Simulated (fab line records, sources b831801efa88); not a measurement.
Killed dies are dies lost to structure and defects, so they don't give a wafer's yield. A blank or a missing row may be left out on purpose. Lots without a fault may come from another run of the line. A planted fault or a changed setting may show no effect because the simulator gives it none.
A struck lot beside a sound one | flow sky130 | 14 steps out of a route of 708
Sound: wafers L760.1, L760.2, L760.3. Struck: wafers L758.2, L758.4, L758.6. The cause comes at the end.
At each step with rows: each side's tool, then ch and its chambers, then its first start. Under that, the readings that differ: sound wafers | struck wafers | difference of the means | sigmas: that difference in standard deviations of wafers without a fault.
alike: readings whose means differ by less than 2 such deviations, and words and numbers that are the same on both sides. not compared: withheld readings, readings that some wafer has no value for, bounds like >300 that may hide the same value, and numbers for which the record gives no deviation and whose values overlap.
The two part at a step that has a row with sigmas, a row that says differs or no value, or rows on one side only. Numbers that don't overlap but have no deviation are shown without sigmas and don't part them. A reading that every wafer of one side lacks parts them only if that side has two wafers or more.

first, 3 steps without rows for these wafers: SKY_FIELD_ISO_EXPOSE_10 (exposes mask FOM, target cd 150 nm); SKY_FIELD_ISO_PEB_11; SKY_FIELD_ISO_DEVELOP_12 (develop time 60 s).
SKY_FIELD_ISO_CD_MEAS_13: target cd 150 nm.
  sound on cd_sem-01, day 5 15:19; struck on cd_sem-01, day 5 05:34
  alike: cd_nm
SKY_FIELD_ISO_ETCH_14: etches BARC in N2/H2, stops on SiO2, time 45.9 s, target depth 60 nm.
  sound on rie_diel-03 ch 1,2,3, day 5 15:26; struck on rie_diel-03 ch 1,3, day 5 05:40
  alike: drypump_motor_current_A, oes_product_au, throttle_valve_pct
  not compared: rf_hours_counter_h
SKY_FIELD_ISO_ETCH_15: etches the open film in CHF3/O2, stops on Si, target depth 180 nm, time 72 s.
  sound on rie_diel-03 ch 1,2,3, day 5 15:29; struck on rie_diel-03 ch 1,3, day 5 05:43
  alike: drypump_motor_current_A, oes_product_au, throttle_valve_pct
  not compared: rf_hours_counter_h
SKY_FIELD_ISO_STRIP_16: strips in O2/N2.
  sound on plasma_asher-03 ch 0,1, day 5 15:32; struck on plasma_asher-01 ch 0,1, day 5 05:46
  alike: drypump_motor_current_A, o2_flow_sccm, oes_product_au, strip_time_to_endpoint_s
  not compared: rf_hours_counter_h
SKY_FIELD_ISO_ETCH_17: etches Si in HBr/Cl2/O2, target depth 342 nm, time 97.7 s.
  sound on rie_si-02 ch 0,1,2, day 5 15:38; struck on rie_si-02 ch 0,2, day 5 05:52
  alike: drypump_motor_current_A, oes_product_au, throttle_valve_pct
  not compared: rf_hours_counter_h
then, 4 steps without rows for these wafers: SKY_FIELD_ISO_WET_ETCH_18 (etches Si3N4 in H3PO4, target depth 25 nm, time 286 s); SKY_FIELD_ISO_CLEAN_19 (cleans in SC1/SC2, time 150 s); SKY_FIELD_ISO_CLEAN_20 (cleans in dHF, time 20 s); SKY_FIELD_ISO_WET_ETCH_21 (etches SiO2 in dHF, target depth 20 nm, time 400 s).
SKY_FIELD_ISO_OXIDATION_22: stabilise 600 s, purge 300 s, target thk 10 nm.
  sound on furnace-01 ch 0, day 5 16:37; struck on furnace-02, day 5 06:14
  no value came back on the struck wafers for ox_temp_c (C), ox_temp_c_max, spike_tc_lower_C (C), stabilise_s (s); on the sound wafers ox_temp_c (C) reads 950.4 950.2 950.4
then, 1 step without rows for these wafers: SKY_FIELD_ISO_CVD_24 (deposits SiO2, target thk 595 nm, time 99.2 s).

WHERE THEY PART
Only at SKY_FIELD_ISO_OXIDATION_22, within this record.

WHY: what the simulator had put in
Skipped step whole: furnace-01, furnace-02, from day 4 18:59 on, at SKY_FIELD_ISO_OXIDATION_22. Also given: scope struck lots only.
